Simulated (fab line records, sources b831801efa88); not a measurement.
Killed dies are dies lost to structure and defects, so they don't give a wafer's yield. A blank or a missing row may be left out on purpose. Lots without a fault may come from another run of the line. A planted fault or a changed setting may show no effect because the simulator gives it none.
fab line records | flow sky130
record lots=6 wafers=18 last_day=50
route steps=708 shown POLY_CUT@318 SD_P@320 RES_XHIGH@332 SD_N@342 PAD_OPEN@708
lots that met no fault: from a run of the same line without faults
start_h: hours from the record's first day to the start of the lot's first wafer shown | wait_h: hours since the lot's step before | " the same as in the row above | L1.1+2: a row that stands for several wafers | - no value, or no start given | * or withheld: withheld | < > ~ a bound
route shown NAME@n: a module of which the file shows steps, and the number in the route of the first | usual: mean/standard deviation of fault-free wafers | same: alike in all rows | chamber/n: place in a boat | sites: the reading at each site | _std_site: their standard deviation | _edge_site: outer sites' mean less inner sites' | radius_mm: how far each site lies from the wafer's centre | mask NAME#n: copy n | behind: the tool/chamber that last shaped the wafer | hold: why the lot was held/for how many hours/how that ended | device: the transistor (n, p or np) that didn't switch | end of line: the same wafers' tests at the end of the route | a step without rows: its recipe alone | killed: dies lost to structure and defects at the first sort, not the wafer's yield | map: a wafer's dies, x killed, . not, _ none there
set.NAME: the setting as run; set.NAME@STEP: as run at that earlier step | model.NAME: the simulator's own value behind a step, which no gauge read
lots at some steps of the route; a table a step, a row a wafer
services: from which hour (start_h, from the record's first day; less than 0 if before it) a tool's chamber was out of use, for how many hours, and why
## steps
# step SKY_POLY_CUT_ETCH_11
# recipe target=Si3N4 chemistry=CF4/CH2F2/Ar stop_on=poly-Si source_w=600 bias_w=150 pressure_mtorr=40 cf4_flow_sccm=40 ch2f2_flow_sccm=20 Ar_flow_sccm=150 time_s=42.5 target_depth_a=600
# usual drypump_motor_current_A=5.6/0.32 oes_product_au=0.831/0.0063 throttle_valve_pct=14.994/0.0091
# columns lot.wafer tool chamber start_h wait_h drypump_motor_current_A oes_product_au rf_hours_counter_h throttle_valve_pct
L561.1 rie_diel-04 2 576.71 0.0 6.0 0.822 53 15.004
L561.3 " 0 " " 5.3 0.834 17 15.006
L561.4 " 1 " " 5.6 0.838 10 14.996
L564.1 rie_diel-02 0 602.48 0.0 5.5 0.831 7 15.019
L564.3 " 1 " " 5.7 0.829 16 14.992
L564.6 " 1 " " 5.7 0.835 - 14.992
L565.1 rie_diel-02 3 609.21 0.0 6.0 0.837 65 15.003
L565.4 " 3 " " 6.0 0.832 - 14.989
L565.6 " 1 " " 5.7 0.836 - 14.995
L566.2 rie_diel-01 2 610.73 0.0 5.0 0.829 52 14.986
L566.4 " 3 " " 5.2 0.824 11 15.014
L566.5 " 0 " " 5.8 0.842 - 14.986
L577.1 rie_diel-02 1 698.21 0.0 5.7 0.822 19 14.996
L577.4 " 0 " " 5.5 0.834 9 15.009
L577.5 " 0 " " 5.5 0.822 - 14.996
L582.1 rie_diel-02 1 736.68 0.0 5.7 0.827 20 14.981
L582.3 " 3 " " 6.0 0.825 2 15.013
L582.6 " 3 " " 6.0 0.838 - 15.011
# step SKY_POLY_CUT_STRIP_12
# recipe chemistry=O2/N2 power_w=1400 pressure_mtorr=1500 platen_temp_c=withheld o2_flow_sccm=3000 n2_flow_sccm=300 overash_fraction=0.5
# usual drypump_motor_current_A=5.7/0.4 oes_product_au=0.452/0.0046 strip_time_to_endpoint_s=5.354/0.019
# columns lot.wafer tool chamber start_h wait_h drypump_motor_current_A oes_product_au rf_hours_counter_h strip_time_to_endpoint_s
L561.1 plasma_asher-02 0 576.75 0.0 6.2 0.459 12 5.342
L561.3 " 1 " " 5.2 0.450 - 5.354
L561.4 " 0 " " 6.2 0.454 - 5.356
L564.1 plasma_asher-01 1 602.52 0.0 5.4 0.452 43 5.390
L564.3 " 0 " " 6.1 0.446 - 5.369
L564.6 " 0 " " 6.2 0.450 - 5.375
L565.1 plasma_asher-03 0 609.27 0.0 5.8 0.455 82 5.360
L565.4 " 0 " " 5.8 0.447 - 5.353
L565.6 " 0 " " 5.8 0.445 - 5.332
L566.2 plasma_asher-03 1 610.77 0.0 5.3 0.460 82 5.349
L566.4 " 1 " " 5.3 0.451 - 5.364
L566.5 " 0 " " 5.8 0.452 - 5.332
L577.1 plasma_asher-01 0 698.25 0.0 6.2 0.452 53 5.405
L577.4 " 0 " " 6.2 0.454 - 5.374
L577.5 " 0 " " 6.2 0.453 - 5.348
L582.1 plasma_asher-01 0 736.72 0.0 6.2 0.453 57 5.364
L582.3 " 0 " " 6.2 0.445 - 5.390
L582.6 " 1 " " 5.4 0.453 - 5.348
# step SKY_SD_P_DEHYDRATE_00
# recipe temp_c=200 time_s=60
# step SKY_SD_P_HMDS_01
# recipe prime_time_s=60 prime_temp_c=120
# step SKY_SD_P_COAT_02
# recipe resist=NOVOLAK spin_rpm=3000 resist_thk_nm=1140
# step SKY_SD_P_SOFTBAKE_03
# recipe temp_c=90 time_s=60 resist=NOVOLAK
# step SKY_SD_P_EXPOSE_04
# recipe mask_id=PSDM na=0.6 source_shape=conventional sigma_outer=0.6 polarization=unpolarized target_cd_nm=380 dose_mj=138
# step SKY_SD_P_PEB_05
# recipe temp_c=withheld time_s=* resist=NOVOLAK
# step SKY_SD_P_DEVELOP_06
# recipe resist=NOVOLAK developer=TMAH develop_time_s=60 dev_temp_c=23
# step SKY_SD_P_CD_MEAS_07
# recipe target_cd_nm=380
# usual cd_nm=380.0/2.4
# columns lot.wafer tool chamber start_h wait_h cd_nm
L561.1 cd_sem-01 - 605.67 0.1 377.6
L561.3 " - " " 379.4
L561.4 " - " " 381.1
L564.1 cd_sem-01 - 629.92 0.1 381.1
L564.3 " - " " 382.2
L564.6 " - " " 381.0
L565.1 cd_sem-01 - 635.71 0.1 375.2
L565.4 " - " " 378.3
L565.6 " - " " 377.0
L566.2 cd_sem-01 - 638.53 0.1 378.1
L566.4 " - " " 381.5
L566.5 " - " " 377.1
L577.1 cd_sem-01 - 726.12 0.1 378.1
L577.4 " - " " 378.9
L577.5 " - " " 378.9
L582.1 cd_sem-02 - 763.73 0.1 383.5
L582.3 " - " " 385.4
L582.6 " - " " 384.9
# step SKY_SD_P_OVL_MEAS_08
# usual SD_P_OVL=1.0/1.5
# columns lot.wafer tool chamber start_h wait_h SD_P_OVL[nm]
L561.1 overlay-01 - 605.79 0.1 0.8
L561.3 " - " " 1.8
L561.4 " - " " 3.0
L564.1 overlay-02 - 630.04 0.1 -1.5
L564.3 " - " " 0.9
L564.6 " - " " -1.5
L565.1 overlay-02 - 635.83 0.1 0.9
L565.4 " - " " 1.3
L565.6 " - " " 4.4
L566.2 overlay-02 - 638.64 0.1 1.7
L566.4 " - " " 3.1
L566.5 " - " " 2.3
L577.1 overlay-01 - 726.24 0.1 -0.5
L577.4 " - " " -0.9
L577.5 " - " " 0.2
L582.1 overlay-02 - 763.85 0.1 -0.9
L582.3 " - " " 0.9
L582.6 " - " " 1.8
# step SKY_SD_P_IMPLANT_09
# recipe species=BF2 energy_kev=20 dose_cm2=3e+15 tilt_deg=0
# step SKY_SD_P_STRIP_10
# recipe chemistry=O2/N2 power_w=1400 pressure_mtorr=1500 platen_temp_c=withheld o2_flow_sccm=3000 n2_flow_sccm=300 overash_fraction=0.5
# usual drypump_motor_current_A=5.7/0.57 oes_product_au=0.617/0.0041 strip_time_to_endpoint_s=17.49/0.046
# columns lot.wafer tool chamber start_h wait_h drypump_motor_current_A oes_product_au rf_hours_counter_h strip_time_to_endpoint_s
L561.1 plasma_asher-03 1 605.98 0.1 5.3 0.619 82 17.48
L561.3 " 1 " " 5.3 0.612 - 17.51
L561.4 " 0 " " 5.8 0.615 - 17.47
L564.1 plasma_asher-01 0 630.23 0.1 6.2 0.615 45 17.51
L564.3 " 0 " " 6.2 0.620 - 17.53
L564.6 " 0 " " 6.1 0.620 - 17.57
L565.1 plasma_asher-04 0 636.02 0.1 6.5 0.612 96 17.50
L565.4 " 0 " " 6.5 0.617 - 17.50
L565.6 " 1 " " 4.7 0.613 - 17.50
L566.2 plasma_asher-04 0 638.82 0.1 6.5 0.625 97 17.51
L566.4 " 0 " " 6.5 0.617 - 17.47
L566.5 " 1 " " 4.7 0.613 - 17.52
L577.1 plasma_asher-04 0 726.43 0.1 6.5 0.612 106 17.45
L577.4 " 1 " " 4.7 0.612 - 17.43
L577.5 " 1 " " 4.7 0.614 - 17.51
L582.1 plasma_asher-03 1 764.03 0.1 5.3 0.625 93 17.42
L582.3 " 1 " " 5.3 0.620 - 17.48
L582.6 " 0 " " 5.8 0.613 - 17.48
# step SKY_SD_P_TW_MEAS_11
# usual SD_P_TW=2861/27
# columns lot.wafer tool chamber start_h wait_h SD_P_TW
L561.1 film_metro-03 - 606.08 0.1 2833
L561.3 " - " " 2820
L561.4 " - " " 2842
L564.1 film_metro-04 - 630.33 0.1 2872
L564.3 " - " " 2878
L564.6 " - " " 2864
L565.1 film_metro-04 - 636.12 0.1 2865
L565.4 " - " " 2855
L565.6 " - " " 2860
L566.2 film_metro-04 - 638.93 0.1 2859
L566.4 " - " " 2883
L566.5 " - " " 2861
L577.1 film_metro-04 - 726.53 0.1 2905
L577.4 " - " " 2882
L577.5 " - " " 2904
L582.1 film_metro-03 - 764.13 0.1 2816
L582.3 " - " " 2817
L582.6 " - " " 2816
# step SKY_RES_XHIGH_DEHYDRATE_00
# recipe temp_c=200 time_s=60
# step SKY_RES_XHIGH_HMDS_01
# recipe prime_time_s=60 prime_temp_c=120
# step SKY_RES_XHIGH_COAT_02
# recipe resist=NOVOLAK spin_rpm=3000 resist_thk_nm=1140
# step SKY_RES_XHIGH_SOFTBAKE_03
# recipe temp_c=90 time_s=60 resist=NOVOLAK
# step SKY_RES_XHIGH_EXPOSE_04
# recipe mask_id=URPM na=0.6 source_shape=conventional sigma_outer=0.6 polarization=unpolarized target_cd_nm=1270 dose_mj=140
# step SKY_RES_XHIGH_PEB_05
# recipe temp_c=withheld time_s=* resist=NOVOLAK
# step SKY_RES_XHIGH_DEVELOP_06
# recipe resist=NOVOLAK developer=TMAH develop_time_s=60 dev_temp_c=23
# step SKY_RES_XHIGH_IMPLANT_07
# recipe species=BF2 energy_kev=20 dose_cm2=3.6e+14 tilt_deg=0
# step SKY_RES_XHIGH_STRIP_08
# recipe chemistry=O2/N2 power_w=1400 pressure_mtorr=1500 platen_temp_c=withheld o2_flow_sccm=3000 n2_flow_sccm=300 overash_fraction=0.5
# usual drypump_motor_current_A=5.6/0.72 oes_product_au=0.711/0.0045 strip_time_to_endpoint_s=14.28/0.04
# columns lot.wafer tool chamber start_h wait_h drypump_motor_current_A oes_product_au rf_hours_counter_h strip_time_to_endpoint_s
L561.1 plasma_asher-02 0 632.76 0.1 6.2 0.707 18 14.27
L561.3 " 0 " " 6.2 0.718 - 14.31
L561.4 " 1 " " 5.2 0.709 - 14.30
L564.1 plasma_asher-04 0 658.22 0.1 6.5 0.709 99 14.26
L564.3 " 0 " " 6.5 0.706 - 14.25
L564.6 " 0 " " 6.5 0.707 - 14.25
L565.1 plasma_asher-02 0 664.22 0.1 6.2 0.715 21 14.32
L565.4 " 0 " " 6.2 0.719 - 14.31
L565.6 " 1 " " 5.2 0.709 - 14.30
L566.2 plasma_asher-02 0 666.93 0.1 6.2 0.712 22 14.21
L566.4 " 0 " " 6.2 0.705 - 14.28
L566.5 " 1 " " 5.2 0.707 - 14.24
L577.1 plasma_asher-04 1 753.67 0.1 4.7 0.713 1 14.27
L577.4 " 0 " " 6.5 0.719 - 14.22
L577.5 " 0 " " 6.5 0.705 - 14.27
L582.1 plasma_asher-04 1 790.58 0.1 4.7 0.716 4 14.31
L582.3 " 1 " " 4.7 0.713 - 14.32
L582.6 " 1 " " 4.7 0.709 - 14.32
# step SKY_RES_XHIGH_TW_MEAS_09
# usual RES_XHIGH_TW=1657/13
# columns lot.wafer tool chamber start_h wait_h RES_XHIGH_TW
L561.1 film_metro-04 - 632.86 0.1 1667
L561.3 " - " " 1660
L561.4 " - " " 1663
L564.1 film_metro-03 - 658.32 0.1 1645
L564.3 " - " " 1653
L564.6 " - " " 1646
L565.1 film_metro-04 - 664.32 0.1 1663
L565.4 " - " " 1673
L565.6 " - " " 1668
L566.2 film_metro-03 - 667.04 0.1 1649
L566.4 " - " " 1648
L566.5 " - " " 1651
L577.1 film_metro-03 - 753.77 0.1 1641
L577.4 " - " " 1635
L577.5 " - " " 1647
L582.1 film_metro-04 - 790.68 0.1 1683
L582.3 " - " " 1677
L582.6 " - " " 1679
# step SKY_SD_N_DEHYDRATE_00
# recipe temp_c=200 time_s=60
# step SKY_SD_N_HMDS_01
# recipe prime_time_s=60 prime_temp_c=120
# step SKY_SD_N_COAT_02
# recipe resist=NOVOLAK spin_rpm=3000 resist_thk_nm=1140
# step SKY_SD_N_SOFTBAKE_03
# recipe temp_c=90 time_s=60 resist=NOVOLAK
# step SKY_SD_N_EXPOSE_04
# recipe mask_id=NSDM na=0.6 source_shape=conventional sigma_outer=0.6 polarization=unpolarized target_cd_nm=380 dose_mj=141
# step SKY_SD_N_PEB_05
# recipe temp_c=withheld time_s=* resist=NOVOLAK
# step SKY_SD_N_DEVELOP_06
# recipe resist=NOVOLAK developer=TMAH develop_time_s=60 dev_temp_c=23
# step SKY_SD_N_CD_MEAS_07
# recipe target_cd_nm=380
# usual cd_nm=380.4/2
# columns lot.wafer tool chamber start_h wait_h cd_nm
L561.1 cd_sem-01 - 661.62 0.1 379.6
L561.3 " - " " 379.8
L561.4 " - " " 382.0
L564.1 cd_sem-01 - 686.17 0.1 378.6
L564.3 " - " " 379.0
L564.6 " - " " 377.8
L565.1 cd_sem-01 - 692.62 0.1 381.1
L565.4 " - " " 381.4
L565.6 " - " " 380.1
L566.2 cd_sem-01 - 694.25 0.1 381.0
L566.4 " - " " 381.2
L566.5 " - " " 379.3
L577.1 cd_sem-01 - 781.13 0.1 382.4
L577.4 " - " " 381.6
L577.5 " - " " 381.4
L582.1 cd_sem-02 - 816.82 0.1 378.2
L582.3 " - " " 379.5
L582.6 " - " " 380.1
# step SKY_SD_N_OVL_MEAS_08
# usual SD_N_OVL=-0.3/1.4
# columns lot.wafer tool chamber start_h wait_h SD_N_OVL[nm]
L561.1 overlay-01 - 661.74 0.1 -0.3
L561.3 " - " " -1.0
L561.4 " - " " 0.9
L564.1 overlay-01 - 686.29 0.1 0.4
L564.3 " - " " -0.6
L564.6 " - " " 1.0
L565.1 overlay-02 - 692.74 0.1 0.9
L565.4 " - " " 1.2
L565.6 " - " " 1.9
L566.2 overlay-02 - 694.35 0.1 1.5
L566.4 " - " " -0.1
L566.5 " - " " -0.3
L577.1 overlay-01 - 781.25 0.1 1.1
L577.4 " - " " -2.3
L577.5 " - " " 1.1
L582.1 overlay-01 - 816.94 0.1 0.2
L582.3 " - " " 1.7
L582.6 " - " " -0.4
# step SKY_SD_N_IMPLANT_09
# recipe species=As energy_kev=50 dose_cm2=4e+15 tilt_deg=0
# step SKY_SD_N_IMPLANT_10
# recipe species=P energy_kev=20 dose_cm2=1e+14 tilt_deg=0
# step SKY_SD_N_STRIP_11
# recipe chemistry=O2/N2 power_w=1400 pressure_mtorr=1500 platen_temp_c=withheld o2_flow_sccm=3000 n2_flow_sccm=300 overash_fraction=0.5
# usual drypump_motor_current_A=5.7/0.58 oes_product_au=0.528/0.0043 strip_time_to_endpoint_s=22.56/0.037
# columns lot.wafer tool chamber start_h wait_h drypump_motor_current_A oes_product_au rf_hours_counter_h strip_time_to_endpoint_s
L561.1 plasma_asher-02 1 662.08 0.1 5.2 0.530 21 22.60
L561.3 " 1 " " 5.2 0.524 - 22.59
L561.4 " 0 " " 6.2 0.529 - 22.59
L564.1 plasma_asher-02 1 686.63 0.1 5.2 0.527 25 22.59
L564.3 " 1 " " 5.1 0.523 - 22.59
L564.6 " 0 " " 6.2 0.525 - 22.58
L565.1 plasma_asher-02 1 693.08 0.1 5.2 0.527 25 22.60
L565.4 " 1 " " 5.2 0.536 - 22.62
L565.6 " 0 " " 6.2 0.528 - 22.61
L566.2 plasma_asher-04 0 694.68 0.1 6.5 0.525 103 22.56
L566.4 " 0 " " 6.5 0.524 - 22.54
L566.5 " 1 " " 4.7 0.528 - 22.52
L577.1 plasma_asher-01 1 781.58 0.1 5.4 0.529 61 22.58
L577.4 " 0 " " 6.1 0.520 - 22.60
L577.5 " 1 " " 5.5 0.524 - 22.63
L582.1 plasma_asher-01 0 817.28 0.1 6.2 0.526 64 22.61
L582.3 " 1 " " 5.5 0.529 - 22.52
L582.6 " 0 " " 6.2 0.533 - 22.58
# step SKY_SD_N_TW_MEAS_12
# usual SD_N_TW=4050/30
# columns lot.wafer tool chamber start_h wait_h SD_N_TW
L561.1 film_metro-01 - 662.18 0.1 4063
L561.3 " - " " 4041
L561.4 " - " " 4030
L564.1 film_metro-04 - 686.73 0.1 4042
L564.3 " - " " 4059
L564.6 " - " " 4080
L565.1 film_metro-01 - 693.18 0.1 3990
L565.4 " - " " 4045
L565.6 " - " " 4040
L566.2 film_metro-04 - 694.79 0.1 4045
L566.4 " - " " 4058
L566.5 " - " " 4059
L577.1 film_metro-04 - 781.68 0.1 4077
L577.4 " - " " 4095
L577.5 " - " " 4083
L582.1 film_metro-04 - 817.38 0.1 4089
L582.3 " - " " 4091
L582.6 " - " " 4079
# step SKY_SD_N_CLEAN_13
# recipe chemistry=SC1/SC2 mix=1:4:20 temp_c=70 time_s=150 dry=n2_spin
# step SKY_SD_N_RTA_14
# recipe temp_c=1075 time_s=2 idle_temp_c=650 ramp_up_c_per_s=150 ramp_down_c_per_s=90 ambient=N2
# usual lamp_power_pct=15.73/0.055 wafer_temp_C_max=1077.9/1.3
# columns lot.wafer tool chamber start_h wait_h lamp_power_pct wafer_temp_C_max
L561.1 rtp_anneal-01 0 662.29 0.0 15.71 1077.4
L561.3 " 0 " " 15.71 1077.2
L561.4 " 0 " " 15.68 1077.6
L564.1 rtp_anneal-02 0 686.84 0.0 15.65 1076.6
L564.3 " 0 " " 15.78 1077.8
L564.6 " 0 " " 15.70 1077.4
L565.1 rtp_anneal-01 0 693.29 0.0 15.75 1077.7
L565.4 " 0 " " 15.73 1077.8
L565.6 " 0 " " 15.69 1080.3
L566.2 rtp_anneal-02 0 694.90 0.0 15.77 1076.4
L566.4 " 0 " " 15.66 1077.9
L566.5 " 0 " " 15.84 1078.7
L577.1 rtp_anneal-02 0 781.80 0.0 15.66 1078.1
L577.4 " 0 " " 15.76 1078.2
L577.5 " 0 " " 15.74 1076.1
L582.1 rtp_anneal-02 0 817.50 0.0 15.67 1079.1
L582.3 " 0 " " 15.77 1079.8
L582.6 " 0 " " 15.64 1076.3
# step SKY_SD_N_RS_MEAS_16
# recipe thk_meas_gauge=four-point-probe
# usual SD_N_RS=68.55/0.097
# columns lot.wafer tool chamber start_h wait_h SD_N_RS[ohm/sq]
L561.1 film_metro-03 - 662.47 0.1 68.54
L561.3 " - " " 68.64
L561.4 " - " " 68.64
L564.1 film_metro-01 - 687.02 0.1 68.46
L564.3 " - " " 68.45
L564.6 " - " " 68.63
L565.1 film_metro-03 - 693.46 0.1 68.60
L565.4 " - " " 68.67
L565.6 " - " " 68.59
L566.2 film_metro-01 - 695.09 0.1 68.36
L566.4 " - " " 68.52
L566.5 " - " " 68.46
L577.1 film_metro-01 - 781.97 0.1 68.61
L577.4 " - " " 68.44
L577.5 " - " " 68.54
L582.1 film_metro-04 - 817.67 0.1 68.54
L582.3 " - " " 68.44
L582.6 " - " " 68.46
# step SKY_SD_N_RS_MEAS_17
# recipe thk_meas_gauge=four-point-probe
# usual SD_P_RS=147.0/0.35
# columns lot.wafer tool chamber start_h wait_h SD_P_RS[ohm/sq]
L561.1 film_metro-03 - 662.59 0.1 146.9
L561.3 " - " " 147.2
L561.4 " - " " 147.4
L564.1 film_metro-01 - 687.14 0.1 146.9
L564.3 " - " " 146.9
L564.6 " - " " 146.6
L565.1 film_metro-03 - 693.58 0.1 147.7
L565.4 " - " " 147.2
L565.6 " - " " 147.3
L566.2 film_metro-01 - 695.21 0.1 146.9
L566.4 " - " " 146.6
L566.5 " - " " 146.8
L577.1 film_metro-01 - 782.09 0.1 147.1
L577.4 " - " " 147.0
L577.5 " - " " 146.5
L582.1 film_metro-04 - 817.79 0.1 147.4
L582.3 " - " " 146.9
L582.6 " - " " 147.0
# step SKY_PAD_OPEN_PROBE_99
# usual killed_at_M0_to_M3=43/6.4 killed_at_M4_up=2.9/1.7 killed_at_contacts=24/5 killed_at_front_end=15/4 killed_at_other=0.4/0.62 killed_dies=86/9.3 killed_open=47/6.8 killed_short=38/5.8
# same gross_dies=492 killed_at_back_side=0
# columns lot.wafer tool chamber start_h wait_h hold killed_at_M0_to_M3 killed_at_M4_up killed_at_contacts killed_at_front_end killed_at_other killed_dies killed_open killed_short
L561.1 prober-02 - 1085.80 0.1 - 37 4 21 19 0 81 42 39
L561.4 prober-02 - 1085.95 0.2 - 42 0 35 9 0 86 55 29
L564.1 prober-01 - 1104.69 0.1 - 50 8 22 8 0 88 47 41
L564.3 prober-01 - 1104.79 0.2 - 52 3 30 13 0 98 57 41
L564.6 prober-01 - 1104.94 0.2 - 39 4 25 21 0 89 49 39
L565.1 prober-02 - 1109.81 0.1 await_dispo/10.8h/release 39 2 9 61 1 112 35 23
L565.4 prober-02 - 1109.96 0.2 await_dispo/10.8h/release 42 1 19 71 0 133 40 37
L565.6 prober-02 - 1110.06 0.2 await_dispo/10.8h/release 36 2 29 12 0 79 38 40
L566.2 prober-01 - 1111.07 0.1 await_dispo/3.2h/release 46 2 26 67 0 141 46 44
L566.4 prober-01 - 1111.17 0.2 await_dispo/3.2h/release 35 1 19 67 0 122 39 29
L566.5 prober-01 - 1111.22 0.2 await_dispo/3.2h/release 48 4 20 17 0 89 51 38
L577.1 prober-02 - 1168.76 0.1 - 39 1 16 8 0 64 33 31
L577.4 prober-02 - 1168.91 0.2 - 41 5 23 16 1 86 45 41
L577.5 prober-02 - 1168.96 0.2 - 49 2 28 16 0 95 48 47
L582.1 prober-02 - 1191.36 0.1 - 47 3 36 8 1 95 49 46
L582.3 prober-02 - 1191.46 0.2 - 41 2 18 19 0 80 47 33
L582.6 prober-02 - 1191.61 0.2 - 51 0 24 11 0 86 53 33
# killed by level:class
L561.1 CONTACT:geometric_particle:open=8 VIA2:geometric_particle:open=8 FIELD_ISO:geometric_particle:open=6 VIA1:geometric_particle:open=6 LOCAL_INTERCONNECT:geometric_particle:short=5 VIA3:geometric_particle:open=5 CONTACT:geometric_particle:short=4 METAL1:geometric_particle:short=4
L561.4 VIA1:geometric_particle:open=13 LI_CONTACT:geometric_particle:open=12 CONTACT:geometric_particle:open=11 CONTACT:geometric_particle:short=6 METAL1:geometric_particle:short=5 VIA2:geometric_particle:open=5 VIA3:geometric_particle:open=5 LI_CONTACT:geometric_particle:short=3
L564.1 VIA2:geometric_particle:open=12 VIA1:geometric_particle:open=10 METAL4:geometric_particle:short=7 LI_CONTACT:geometric_particle:open=6 CONTACT:geometric_particle:open=6 METAL1:geometric_particle:short=6 VIA3:geometric_particle:open=5 LI_CONTACT:geometric_particle:short=5
L564.3 VIA1:geometric_particle:open=19 CONTACT:geometric_particle:open=11 VIA2:geometric_particle:open=8 CONTACT:geometric_particle:short=6 VIA1:geometric_particle:short=5 LI_CONTACT:geometric_particle:open=4 LI_CONTACT:geometric_particle:short=4 LOCAL_INTERCONNECT:geometric_particle:short=4
L564.6 CONTACT:geometric_particle:open=14 VIA1:geometric_particle:open=8 VIA2:geometric_particle:open=7 FIELD_ISO:geometric_particle:open=6 VIA3:geometric_particle:open=6 FIELD_ISO:geometric_particle:short=5 LI_CONTACT:geometric_particle:open=4 CONTACT:geometric_particle:short=4
L565.1 SD_P:unspecified=54 VIA1:geometric_particle:open=13 METAL2:geometric_particle:short=9 VIA3:geometric_particle:open=7 FIELD_ISO:geometric_particle:open=3 VIA2:geometric_particle:open=3 CONTACT:geometric_particle:open=3 METAL1:geometric_particle:short=3
L565.4 SD_P:unspecified=56 VIA1:geometric_particle:open=11 CONTACT:geometric_particle:short=8 VIA3:geometric_particle:open=7 LI_CONTACT:geometric_particle:open=6 METAL1:geometric_particle:short=5 METAL2:geometric_particle:short=5 FIELD_ISO:geometric_particle:short=4
L565.6 LI_CONTACT:geometric_particle:open=9 CONTACT:geometric_particle:short=6 CONTACT:geometric_particle:open=6 FIELD_ISO:geometric_particle:open=5 LOCAL_INTERCONNECT:geometric_particle:short=5 VIA1:geometric_particle:open=5 METAL2:geometric_particle:short=5 METAL1:geometric_particle:short=4
L566.2 SD_P:unspecified=51 CONTACT:geometric_particle:open=10 VIA2:geometric_particle:open=9 VIA3:geometric_particle:open=8 VIA1:geometric_particle:open=7 VIA1:geometric_particle:short=6 FIELD_ISO:geometric_particle:short=5 POLY_GATE:geometric_particle:short=5
L566.4 SD_P:unspecified=54 VIA1:geometric_particle:open=10 CONTACT:geometric_particle:short=6 LI_CONTACT:geometric_particle:open=5 CONTACT:geometric_particle:open=5 VIA2:geometric_particle:open=5 VIA1:geometric_particle:short=5 VIA3:geometric_particle:open=4
L566.5 VIA1:geometric_particle:open=14 CONTACT:geometric_particle:open=8 LI_CONTACT:geometric_particle:open=6 VIA3:geometric_particle:open=6 VIA1:geometric_particle:short=5 METAL2:geometric_particle:short=5 FIELD_ISO:geometric_particle:short=4 POLY_GATE:geometric_particle:open=4
L577.1 VIA2:geometric_particle:open=7 VIA1:geometric_particle:open=6 LI_CONTACT:geometric_particle:short=5 CONTACT:geometric_particle:open=5 METAL1:geometric_particle:short=5 LI_CONTACT:geometric_particle:open=4 VIA1:geometric_particle:short=4 METAL3:geometric_particle:open=4
L577.4 VIA1:geometric_particle:open=9 LI_CONTACT:geometric_particle:open=7 VIA2:geometric_particle:open=7 CONTACT:geometric_particle:open=6 METAL2:geometric_particle:short=6 LOCAL_INTERCONNECT:geometric_particle:short=5 VIA2:geometric_particle:short=5 POLY_GATE:geometric_particle:open=4
L577.5 CONTACT:geometric_particle:open=10 METAL1:geometric_particle:short=10 VIA2:geometric_particle:open=9 VIA1:geometric_particle:open=8 FIELD_ISO:geometric_particle:open=7 VIA1:geometric_particle:short=7 LI_CONTACT:geometric_particle:open=6 CONTACT:geometric_particle:short=6
L582.1 VIA1:geometric_particle:open=13 LOCAL_INTERCONNECT:geometric_particle:short=10 CONTACT:geometric_particle:short=10 CONTACT:geometric_particle:open=8 LI_CONTACT:geometric_particle:open=6 VIA2:geometric_particle:open=6 VIA3:geometric_particle:open=6 METAL1:geometric_particle:short=5
L582.3 VIA1:geometric_particle:open=10 CONTACT:geometric_particle:open=8 POLY_GATE:geometric_particle:open=6 LOCAL_INTERCONNECT:geometric_particle:short=6 VIA2:geometric_particle:open=5 VIA3:geometric_particle:open=5 METAL1:geometric_particle:short=5 FIELD_ISO:geometric_particle:open=4
L582.6 VIA1:geometric_particle:open=14 CONTACT:geometric_particle:open=11 VIA1:geometric_particle:short=8 LI_CONTACT:geometric_particle:open=8 VIA2:geometric_particle:open=7 METAL2:geometric_particle:short=5 METAL1:geometric_particle:short=5 VIA3:geometric_particle:open=5
# map L565.4 (x killed, . not)
__________xx.xxxxxx._________
________..xxxxxxxxxx.x_______
______...xxxxxxxxxxxx..._____
_____.x.xxxxxxxxxxxx.....____
____x.....xxxxxxxxx.......___
___.x...xx.xxxxxxxxxx.x....__
__.x......x..xxxx.x........._
_..xx.x..........xx..........
_.....x..x.xx.xxx............
_.x.x.x.........xxx.........x
_...x..x.............x.......
_............x.....xxx.x.....
_............x......x........
_..x.x......xx.....x.........
_.x..........x...............
__.......x...x...x...xx....._
___....x........x.x........__
____x...............x.....___
_____..xx.........x...x.x____
______............x..x.._____
________..x..........._______
__________x..x...x.x_________
# map L566.2 (x killed, . not)
__________x.xxxxxxx._________
________x.xxxxxxxxxx.._______
______.....xxxxxxxxx...._____
_____.x...xxxxxxxxx.x....____
____..x...x.xxxxxxxx.x....___
___.x........xxxxxx........__
__..x.x.x...xxxx..x........._
_.....x................x.....
_..x.........x.x........x.x..
_........x..........x.x.xx...
_.x......xx...........x.x...x
_x.........x.....x.x.x....x.x
_..x.x.........xx.x...xx.....
_..xx..x..x..x.x.....x.......
_.x.....x..xxx............x.x
__x.x.....x................._
___......x..........xx..x..__
____...x..............x.x.___
_____x..x.xx.xxx...x.x.x.____
______.xx.....x...xx...._____
________.x.....x....x._______
__________....x..x.._________
## services
# columns tool chamber start_h hours kind
rie_diel-04 3 569.99 2.5 repair
rie_diel-02 - 572.04 0.7 repair
rie_diel-02 - 579.15 8.5 repair
plasma_asher-01 - 606.77 4.9 repair
plasma_asher-02 - 608.38 2.8 pm
rie_diel-04 3 624.92 2.6 repair
plasma_asher-03 - 632.64 8.8 repair
rie_diel-02 0 641.48 8.3 repair
plasma_asher-03 - 654.59 32.7 pm
rie_diel-04 3 670.09 22.3 repair
rie_diel-02 - 683.09 2.8 pm
plasma_asher-04 - 683.13 2.8 pm
rie_diel-02 0 687.05 8.9 repair
rie_diel-04 2 691.94 2.3 repair
rie_diel-04 3 706.33 7.6 repair
plasma_asher-02 - 718.73 1.0 repair
plasma_asher-04 - 733.75 9.0 pm
plasma_asher-04 0 733.75 9.0 vent_cycle
rie_diel-02 2 739.39 3.7 repair
rie_diel-01 - 757.49 0.4 repair
plasma_asher-03 - 765.19 2.8 pm
rie_diel-01 - 778.39 1.7 repair
plasma_asher-04 - 784.45 4.2 repair
plasma_asher-01 - 794.23 10.0 pm
## key
first_sign step=SKY_PAD_OPEN_PROBE_99 reading=killed_at_front_end direction=up sigmas=13 usual=15 struck=66
effect step=SKY_PAD_OPEN_PROBE_99 reading=killed_dies direction=up sigmas=4.4 usual=86 struck=127
met_at SKY_SD_P_STRIP_10
struck_wafers L565.1,L565.4,L566.2,L566.4
tester_left_out L565,L566
fault kind=chamber_particle_source tool=plasma_asher-04 chamber=0 onset_h=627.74 steps=SKY_SD_P_STRIP_10 rate_per_visit_cm2=0.91328 end_h=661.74
# tester_left_out: of these lots the tester's yield and bins aren't shown, on N5 and GAA mostly nor the transistor test; their killed dies are dies lost to structure and defects alone, not to doping, threshold or leakage, so they don't give the yield
